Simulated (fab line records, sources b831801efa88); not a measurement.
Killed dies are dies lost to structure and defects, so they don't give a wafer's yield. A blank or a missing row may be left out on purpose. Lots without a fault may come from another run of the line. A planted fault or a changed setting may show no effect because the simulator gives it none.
Tool commonality check | flow gf180mcu | 12 lots, 36 wafers sampled

WHY IT WAS OPENED
At GF_VT_IMPLANT_RS_MEAS_48 the reading LVPWELL_RS is flagged on 2 of 12 lots. Wafers without a fault read 1197 ohm/sq, standard deviation 3.3.
Rule: a lot is flagged when every wafer of it that has a number lies more than 4 standard deviations from that mean, or none has a number. The other lots count as sound.

lot  | measured     | on            | LVPWELL_RS (ohm/sq), wafer by wafer | flag
L683 | day 7 17:31  | film_metro-02 | 1193 1194 1195                      |
L687 | day 8 21:04  | film_metro-02 | 1202 1199 1199                      |
L689 | day 9 11:55  | film_metro-02 | 1192 1196 1195                      |
L690 | day 10 01:38 | film_metro-04 | 1200 1203 1199                      |
L693 | day 11 02:33 | film_metro-01 | 1203 1201 1200                      |
L698 | day 12 00:57 | film_metro-02 | 1167 1167 1165                      | FLAGGED
L700 | day 12 14:59 | film_metro-02 | 1197 1199 1196                      |
L699 | day 12 16:16 | film_metro-04 | 1170 1172 1175                      | FLAGGED
L701 | day 13 08:07 | film_metro-01 | 1196 1197 1196                      |
L703 | day 13 10:09 | film_metro-01 | 1198 1194 1197                      |
L704 | day 13 18:19 | film_metro-04 | 1200 1204 1198                      |
L705 | day 14 01:05 | film_metro-02 | 1201 1197 1199                      |
The numbers of the flagged lots are 1169 ohm/sq on average: -28 ohm/sq against the usual, or -8 standard deviations.

WHICH TOOL RAN EACH LOT
The record holds 2 process steps before the reading, out of a route of 602 steps. In each cell: the tool, then ch and the chambers that the sampled wafers went through, then the start.
lot  | flag    | GF_NWELL_STRIP_10                   | GF_LVPWELL_IMPLANT_08
L683 |         | plasma_asher-02 ch 0, day 3 13:47   | implanter-04 ch 0, day 4 03:07
L687 |         | plasma_asher-02 ch 0,1, day 4 12:07 | implanter-03 ch 0, day 5 00:53
L689 |         | plasma_asher-02 ch 0,1, day 5 00:55 | implanter-04 ch 0, day 5 13:55
L690 |         | plasma_asher-02 ch 0,1, day 5 08:34 | implanter-02 ch 0, day 5 22:58
L693 |         | plasma_asher-04 ch 0,1, day 6 05:38 | implanter-04 ch 0, day 6 20:13
L698 | FLAGGED | plasma_asher-04 ch 0,1, day 7 00:46 | implanter-04 ch 0, day 7 16:38
L700 |         | plasma_asher-03 ch 0,1, day 7 11:47 | implanter-02 ch 0, day 8 03:32
L699 | FLAGGED | plasma_asher-04 ch 0,1, day 7 11:49 | implanter-04 ch 0, day 8 03:35
L701 |         | plasma_asher-03 ch 0,1, day 7 23:43 | implanter-03 ch 0, day 8 16:04
L703 |         | plasma_asher-04 ch 0,1, day 8 03:28 | implanter-02 ch 0, day 8 19:34
L704 |         | plasma_asher-02 ch 0,1, day 8 09:08 | implanter-03 ch 0, day 9 01:47
L705 |         | plasma_asher-02 ch 0,1, day 8 16:08 | implanter-03 ch 0, day 9 08:44
What these steps do:
- GF_NWELL_STRIP_10: strips in O2/N2.
- GF_LVPWELL_IMPLANT_08
- GF_VT_IMPLANT_RS_MEAS_48: measures by four-point-probe.

FLAGGED OVER TOTAL, TOOL BY TOOL (the gauges that took the reading come last)
step                     | tool            | lots run | flagged | share of the flagged lots | sound lots run after its first flagged lot
GF_NWELL_STRIP_10        | plasma_asher-02 | 6        | 0       | none                      | -
GF_NWELL_STRIP_10        | plasma_asher-03 | 2        | 0       | none                      | -
GF_NWELL_STRIP_10        | plasma_asher-04 | 4        | 2       | all                       | 1 (L703)
GF_LVPWELL_IMPLANT_08    | implanter-02    | 3        | 0       | none                      | -
GF_LVPWELL_IMPLANT_08    | implanter-03    | 4        | 0       | none                      | -
GF_LVPWELL_IMPLANT_08    | implanter-04    | 5        | 2       | all                       | 0
GF_VT_IMPLANT_RS_MEAS_48 | film_metro-01   | 3        | 0       | none                      | -
GF_VT_IMPLANT_RS_MEAS_48 | film_metro-02   | 6        | 1       | some                      | 2 (L700,L705)
GF_VT_IMPLANT_RS_MEAS_48 | film_metro-04   | 3        | 1       | some                      | 1 (L704)

WHAT THE TABLE ALLOWS
2 rows of the table ran every flagged lot: plasma_asher-04 at GF_NWELL_STRIP_10, implanter-04 at GF_LVPWELL_IMPLANT_08.
- plasma_asher-04 at GF_NWELL_STRIP_10: 2 of its 4 lots flagged. Sound lots ran on it after the first flagged one (L703), which a lasting fault on the whole tool wouldn't allow.
- implanter-04 at GF_LVPWELL_IMPLANT_08: 2 of its 5 lots flagged. Its last sound lot is L693 (day 6 20:13), its first flagged lot L698 (day 7 16:38): a fault that began between those two fits. Its own readings lie more than 4 standard deviations out on every wafer of the flagged lots: dose_ions_cm2.
One tool is left: implanter-04 at GF_LVPWELL_IMPLANT_08.

WHAT THE SIMULATOR HAD PUT IN
Process parameter drift: implanter-04, from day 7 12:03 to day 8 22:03, at GF_LVPWELL_IMPLANT_08. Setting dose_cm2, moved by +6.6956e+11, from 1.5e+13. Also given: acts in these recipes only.
Lots struck among those shown: L698, L699. The rule above found the same.
